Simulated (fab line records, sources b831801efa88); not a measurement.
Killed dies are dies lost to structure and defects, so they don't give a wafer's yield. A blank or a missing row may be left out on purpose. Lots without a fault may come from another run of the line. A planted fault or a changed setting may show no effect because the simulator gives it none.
A struck lot beside a sound one | flow sky130 | 18 steps out of a route of 708
Sound: wafers L356.2, L356.5, L356.6. Struck: wafers L365.2, L365.5, L365.6. The cause comes at the end.
At each step with rows: each side's tool, then ch and its chambers, then its first start. Under that, the readings that differ: sound wafers | struck wafers | difference of the means | sigmas: that difference in standard deviations of wafers without a fault.
alike: readings whose means differ by less than 2 such deviations, and words and numbers that are the same on both sides. not compared: withheld readings, readings that some wafer has no value for, bounds like >300 that may hide the same value, and numbers for which the record gives no deviation and whose values overlap.
The two part at a step that has a row with sigmas, a row that says differs or no value, or rows on one side only. Numbers that don't overlap but have no deviation are shown without sigmas and don't part them. A reading that every wafer of one side lacks parts them only if that side has two wafers or more.

first, 2 steps without rows for these wafers: SKY_GATE_OXIDE_CLEAN_00 (cleans in SC1/SC2, time 150 s); SKY_GATE_OXIDE_OXIDATION_01 (stabilise 600 s, purge 300 s, target thk 10.268 nm).
SKY_GATE_OXIDE_THK_MEAS_02:
  sound on film_metro-04, day 13 02:58; struck on film_metro-01, day 16 03:03
  alike: GATE_OXIDE_OXIDATION_00_THK
then, 7 steps without rows for these wafers: SKY_GATE_OXIDE_DEHYDRATE_03 (time 60 s); SKY_GATE_OXIDE_HMDS_04 (prime time 60 s); SKY_GATE_OXIDE_COAT_05 (resist thk 1140 nm); SKY_GATE_OXIDE_SOFTBAKE_06 (time 60 s); SKY_GATE_OXIDE_EXPOSE_07 (exposes mask LVOM, target cd 600 nm); SKY_GATE_OXIDE_PEB_08; SKY_GATE_OXIDE_DEVELOP_09 (develop time 57.87 s).
SKY_GATE_OXIDE_OVL_MEAS_10:
  sound on overlay-01, day 14 03:50; struck on overlay-02, day 17 07:41
  alike: GATE_OXIDE_OVL
then, 1 step without rows for these wafers: SKY_GATE_OXIDE_IMPLANT_11.
SKY_GATE_OXIDE_WET_ETCH_12: etches SiO2 in dHF, target depth 16.8 nm, time 336 s.
  sound on wet_bench-02 ch 0, day 14 04:01; struck on wet_bench-01 ch 2, day 17 07:52
  no value came back on the struck wafers for bath_heat_duty_pct (%), run_length_s (s); on the sound wafers bath_heat_duty_pct (%) reads 8.0 6.8 6.7
  reading                                    | sound             | struck            | difference | sigmas
  model.SiO2_of_FIELD_ISO_CVD_24.thk_nm (nm) | 362.8 362.8 362.8 | 381.8 382.3 382.5 | +19.4      |
SKY_GATE_OXIDE_STRIP_13: strips in O2/N2.
  sound on plasma_asher-03 ch 0,1, day 14 04:07; struck on plasma_asher-04 ch 0,1, day 17 07:58
  alike: chamber_pressure_mTorr, drypump_motor_current_A, oes_product_au, strip_time_to_endpoint_s
  not compared: rf_hours_counter_h
SKY_GATE_OXIDE_TW_MEAS_14:
  sound on film_metro-03, day 14 04:14; struck on film_metro-04, day 17 08:05
  alike: GATE_OXIDE_TW
SKY_GATE_OXIDE_CLEAN_15: cleans in SC1/SC2, time 150 s.
  sound on wet_bench-01 ch 1, day 14 04:17; struck on wet_bench-02 ch 1, day 17 08:08
  reading                                    | sound             | struck            | difference | sigmas
  model.SiO2_of_FIELD_ISO_CVD_24.thk_nm (nm) | 362.1 362.1 362.1 | 381.1 381.6 381.9 | +19.4      |
then, 1 step without rows for these wafers: SKY_GATE_OXIDE_OXIDATION_16 (stabilise 600 s, purge 300 s, target thk 3.57 nm).
-- the record jumps here: 31 days lie between the struck wafers' starts before and after (it left off in module GATE_OXIDE and takes up again in module PAD_OPEN, whose first step shown is number 708 of the route) --
SKY_PAD_OPEN_PROBE_99:
  sound on prober-01, day 46 01:57; struck on prober-02, day 48 05:57
  reading             | sound     | struck      | difference | sigmas
  killed_at_M0_to_M3  | 65 52 47  | 31 39 40    | -18        | -3
  killed_at_front_end | 11 20 20  | 429 419 418 | +405       | +94
  killed_dies         | 113 95 99 | 492 492 492 | +390       | +41
  killed_on_rim       | 23 18 18  | 96 96 96    | +76        | +19
  alike: killed_at_M4_up, killed_at_contacts, killed_at_other, killed_open, killed_short

WHERE THEY PART
First at SKY_GATE_OXIDE_WET_ETCH_12; last, within this record, at SKY_PAD_OPEN_PROBE_99.

WHY: what the simulator had put in
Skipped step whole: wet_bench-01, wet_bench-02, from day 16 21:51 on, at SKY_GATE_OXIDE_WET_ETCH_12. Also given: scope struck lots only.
